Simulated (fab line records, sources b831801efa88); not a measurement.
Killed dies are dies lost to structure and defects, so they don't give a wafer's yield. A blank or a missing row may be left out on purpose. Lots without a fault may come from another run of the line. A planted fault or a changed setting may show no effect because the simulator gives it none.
Which tool did it? | flow sfq_line | 14 lots, 42 wafers sampled, at 4 steps of a route of 325

WHAT THE GAUGES READ, wafer by wafer
The record holds no reading of a measuring or inspecting step that can be judged against a usual standard deviation.

WHICH TOOL RAN EACH LOT (tool, then ch and the chambers of the sampled wafers, then the start)
lot  | SFQ_TRILAYER_M0_STRIP_STRIP_025   | SFQ_TRILAYER_R5_DEP_SPUTTER_132 | SFQ_TRILAYER_C5_ETCH_VIA_ETCH_154  | SFQ_TRILAYER_M6_ETCH_METAL_ETCH_162
L773 | rie_metal-03 ch 0,1, day 12 07:52 | pvd_sputter-04, day 50 03:41    | rie_diel-01 ch 0, day 61 12:34     | rie_metal-03 ch 0, day 62 03:52
L774 | rie_metal-02 ch 0,1, day 12 18:24 | pvd_sputter-05, day 50 10:31    | rie_diel-02 ch 0,1, day 61 14:57   | rie_metal-03 ch 0,1, day 62 06:19
L775 | rie_metal-03 ch 0,1, day 13 06:46 | pvd_sputter-06, day 50 13:31    | rie_diel-03 ch 0,3, day 61 17:21   | rie_metal-01 ch 0, day 62 07:28
L777 | rie_metal-01 ch 0,1, day 13 18:58 | pvd_sputter-04, day 50 18:57    | rie_diel-01 ch 0,2,3, day 61 20:57 | rie_metal-04 ch 0,1, day 62 13:31
L778 | rie_metal-03 ch 1, day 14 04:22   | pvd_sputter-04, day 51 05:01    | rie_diel-03 ch 0,2,3, day 61 22:09 | rie_metal-01 ch 0,1, day 62 14:40
L779 | rie_metal-02 ch 0,1, day 14 10:43 | pvd_sputter-05, day 58 02:28    | rie_diel-01 ch 0,3, day 62 00:15   | rie_metal-04 ch 0,1, day 62 18:16
L780 | rie_metal-02 ch 0,1, day 14 21:31 | pvd_sputter-06, day 58 03:40    | rie_diel-03 ch 0,2,3, day 62 01:27 | rie_metal-03 ch 0,1, day 62 19:28
L786 | rie_metal-02 ch 0,1, day 16 11:05 | pvd_sputter-04, day 64 14:59    | rie_diel-02 ch 0,2,3, day 69 11:23 | rie_metal-03 ch 0,1, day 73 08:16
L787 | rie_metal-01 ch 0,1, day 17 04:31 | pvd_sputter-06, day 64 19:16    | rie_diel-01 ch 0,1, day 69 20:59   | rie_metal-01 ch 0,1, day 73 09:28
L789 | rie_metal-02 ch 1, day 18 10:24   | pvd_sputter-06, day 64 22:16    | rie_diel-01 ch 1,2, day 73 00:07   | rie_metal-01 ch 0,1, day 74 23:56
L792 | rie_metal-03 ch 0,1, day 19 21:13 | pvd_sputter-05, day 65 20:59    | rie_diel-03 ch 0,1,3, day 76 17:18 | rie_metal-01 ch 0,1, day 78 17:55
L794 | rie_metal-03 ch 0,1, day 20 06:49 | pvd_sputter-05, day 66 05:59    | rie_diel-02 ch 0,1,2, day 77 00:12 | rie_metal-03 ch 0,1, day 78 22:52
L795 | rie_metal-01 ch 0,1, day 20 16:25 | pvd_sputter-05, day 67 06:13    | rie_diel-02 ch 0,1,2, day 77 06:12 | rie_metal-03 ch 0,1, day 79 02:25
L796 | rie_metal-01 ch 0,1, day 20 23:49 | pvd_sputter-04, day 77 06:52    | rie_diel-02 ch 1,2, day 84 06:03   | rie_metal-04 ch 0,1, day 84 09:34
- SFQ_TRILAYER_M0_STRIP_STRIP_025: strips in O2.
- SFQ_TRILAYER_R5_DEP_SPUTTER_132: material Ti, target thk 5 nm, time 5 s.
- SFQ_TRILAYER_C5_ETCH_VIA_ETCH_154: etches SiO2 in CHF3, stops on Nb, target depth 84 nm.
- SFQ_TRILAYER_M6_ETCH_METAL_ETCH_162: etches Nb in Cl2/Ar, stops on SiO2, target depth 240 nm, time 120 s.

WHAT THE TOOLS THEMSELVES READ (means of the sampled wafers that have a number; where no wafer has one, the mark that the record gives instead)
SFQ_TRILAYER_M0_STRIP_STRIP_025. Usual: chamber_pressure_mTorr 50.00 mTorr, standard deviation 0.042; drypump_motor_current_A 5.9 A, standard deviation 0.35; oes_product_au 0.998 a.u., standard deviation 0.0088.
lot  | tool         | chamber_pressure_mTorr (mTorr) | drypump_motor_current_A (A) | oes_product_au (a.u.) | flag
L773 | rie_metal-03 | 50.00                          | 5.8                         | 1.001                 |
L774 | rie_metal-02 | 50.04                          | 6.2                         | 0.995                 |
L775 | rie_metal-03 | 49.99                          | 5.8                         | 1.005                 |
L777 | rie_metal-01 | 49.97                          | 5.8                         | 0.998                 |
L778 | rie_metal-03 | 50.00                          | 6.1                         | 1.010                 |
L779 | rie_metal-02 | 49.98                          | 6.2                         | 0.994                 |
L780 | rie_metal-02 | 50.01                          | 5.9                         | 0.999                 |
L786 | rie_metal-02 | 50.00                          | 5.9                         | 1.002                 |
L787 | rie_metal-01 | 49.98                          | 5.7                         | 0.990                 |
L789 | rie_metal-02 | 49.98                          | 6.5                         | 1.002                 |
L792 | rie_metal-03 | 50.01                          | 5.8                         | 0.995                 |
L794 | rie_metal-03 | 49.97                          | 5.8                         | 1.003                 |
L795 | rie_metal-01 | 50.04                          | 5.7                         | 0.994                 |
L796 | rie_metal-01 | 50.03                          | 5.8                         | 0.992                 |

SFQ_TRILAYER_R5_DEP_SPUTTER_132. Usual: cathode_dc_power_W 2000.0 W, standard deviation 0.36; throttle_valve_pct 29.8 %, standard deviation 0.75.
lot  | tool           | cathode_dc_power_W (W) | throttle_valve_pct (%) | flag
L773 | pvd_sputter-04 | 2000.0                 | 30.0                   |
L774 | pvd_sputter-05 | 1999.6                 | 30.4                   |
L775 | pvd_sputter-06 | 1999.9                 | 29.3                   |
L777 | pvd_sputter-04 | 1999.8                 | 29.6                   |
L778 | pvd_sputter-04 | 2000.1                 | 29.3                   |
L779 | pvd_sputter-05 | 1999.9                 | 30.4                   |
L780 | pvd_sputter-06 | 1999.9                 | 29.6                   |
L786 | pvd_sputter-04 | 1999.9                 | 29.7                   |
L787 | pvd_sputter-06 | 1863.1                 | 29.4                   | OFF
L789 | pvd_sputter-06 | 1863.6                 | 29.4                   | OFF
L792 | pvd_sputter-05 | 1999.6                 | 29.8                   |
L794 | pvd_sputter-05 | 2000.1                 | 30.4                   |
L795 | pvd_sputter-05 | 2000.0                 | 30.2                   |
L796 | pvd_sputter-04 | 2000.0                 | 29.8                   |

SFQ_TRILAYER_C5_ETCH_VIA_ETCH_154. Usual: chamber_pressure_mTorr 29.999 mTorr, standard deviation 0.028; drypump_motor_current_A 5.9 A, standard deviation 0.5; oes_product_au 0.893 a.u., standard deviation 0.0084.
lot  | tool        | chamber_pressure_mTorr (mTorr) | drypump_motor_current_A (A) | oes_product_au (a.u.) | flag
L773 | rie_diel-01 | 30.019                         | 5.6                         | 0.897                 |
L774 | rie_diel-02 | 30.010                         | 5.6                         | 0.901                 |
L775 | rie_diel-03 | 29.993                         | 6.5                         | 0.889                 |
L777 | rie_diel-01 | 30.012                         | 5.8                         | 0.899                 |
L778 | rie_diel-03 | 29.980                         | 6.4                         | 0.889                 |
L779 | rie_diel-01 | 29.999                         | 5.5                         | 0.899                 |
L780 | rie_diel-03 | 29.999                         | 6.4                         | 0.889                 |
L786 | rie_diel-02 | 29.986                         | 5.7                         | 0.896                 |
L787 | rie_diel-01 | 29.995                         | 5.5                         | 0.891                 |
L789 | rie_diel-01 | 30.018                         | 6.0                         | 0.901                 |
L792 | rie_diel-03 | 29.996                         | 6.4                         | 0.888                 |
L794 | rie_diel-02 | 29.983                         | 5.9                         | 0.890                 |
L795 | rie_diel-02 | 30.009                         | 5.9                         | 0.891                 |
L796 | rie_diel-02 | 30.045                         | 6.0                         | 0.888                 |

SFQ_TRILAYER_M6_ETCH_METAL_ETCH_162. Usual: chamber_pressure_mTorr 10.001 mTorr, standard deviation 0.0092; drypump_motor_current_A 5.76 A, standard deviation 0.26; oes_product_au 0.892 a.u., standard deviation 0.0062.
lot  | tool         | chamber_pressure_mTorr (mTorr) | drypump_motor_current_A (A) | oes_product_au (a.u.) | flag
L773 | rie_metal-03 | 10.006                         | 5.56                        | 0.897                 |
L774 | rie_metal-03 | 9.997                          | 5.77                        | 0.892                 |
L775 | rie_metal-01 | 10.004                         | 5.64                        | 0.890                 |
L777 | rie_metal-04 | 10.003                         | 5.69                        | 0.896                 |
L778 | rie_metal-01 | 10.002                         | 5.77                        | 0.886                 |
L779 | rie_metal-04 | 10.006                         | 5.52                        | 0.885                 |
L780 | rie_metal-03 | 9.999                          | 5.74                        | 0.888                 |
L786 | rie_metal-03 | 10.007                         | 5.95                        | 0.898                 |
L787 | rie_metal-01 | 10.008                         | 5.88                        | 0.896                 |
L789 | rie_metal-01 | 9.998                          | 5.76                        | 0.895                 |
L792 | rie_metal-01 | 10.008                         | 5.86                        | 0.900                 |
L794 | rie_metal-03 | 9.991                          | 5.91                        | 0.887                 |
L795 | rie_metal-03 | 9.999                          | 5.75                        | 0.897                 |
L796 | rie_metal-04 | 9.993                          | 5.52                        | 0.888                 |

THE ANSWER, worked out from the rows above alone
Rule: a lot is off if the mean of its wafers that have a number lies more than 3 standard deviations from the usual mean. A lot without any number at a reading at which 4 lots or more have one is off too. The other lots that the step has rows for count as sound. The gauges are gone through in route order, then the tools' own readings, and for those a lot's mean is taken as printed above. The first step at which some lot is off is used, and at that step the reading that is off furthest; a lot without a number counts as furthest.
Off: L787, L789, at SFQ_TRILAYER_R5_DEP_SPUTTER_132 (cathode_dc_power_W).
A tool fits if, at that step or a process step before it, it ran every lot that is off, and no sound lot after the first of them. One fits: pvd_sputter-06 at SFQ_TRILAYER_R5_DEP_SPUTTER_132. Its last sound lot is L780 (day 58 03:40), its first lot that is off L787 (day 64 19:16): a fault that began between those two fits.
The tool's own readings at SFQ_TRILAYER_R5_DEP_SPUTTER_132 bear it out: on the lots that are off they differ by more than 5 times the standard deviation of the sound lots' means. cathode_dc_power_W reads 1863.3 W there against 1999.9 W on the sound lots.

WHAT THE SIMULATOR HAD PUT IN
Process parameter drift: pvd_sputter-06, from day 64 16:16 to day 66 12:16, at SFQ_TRILAYER_R5_DEP_SPUTTER_132. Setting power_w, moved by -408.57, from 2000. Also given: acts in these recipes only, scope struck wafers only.
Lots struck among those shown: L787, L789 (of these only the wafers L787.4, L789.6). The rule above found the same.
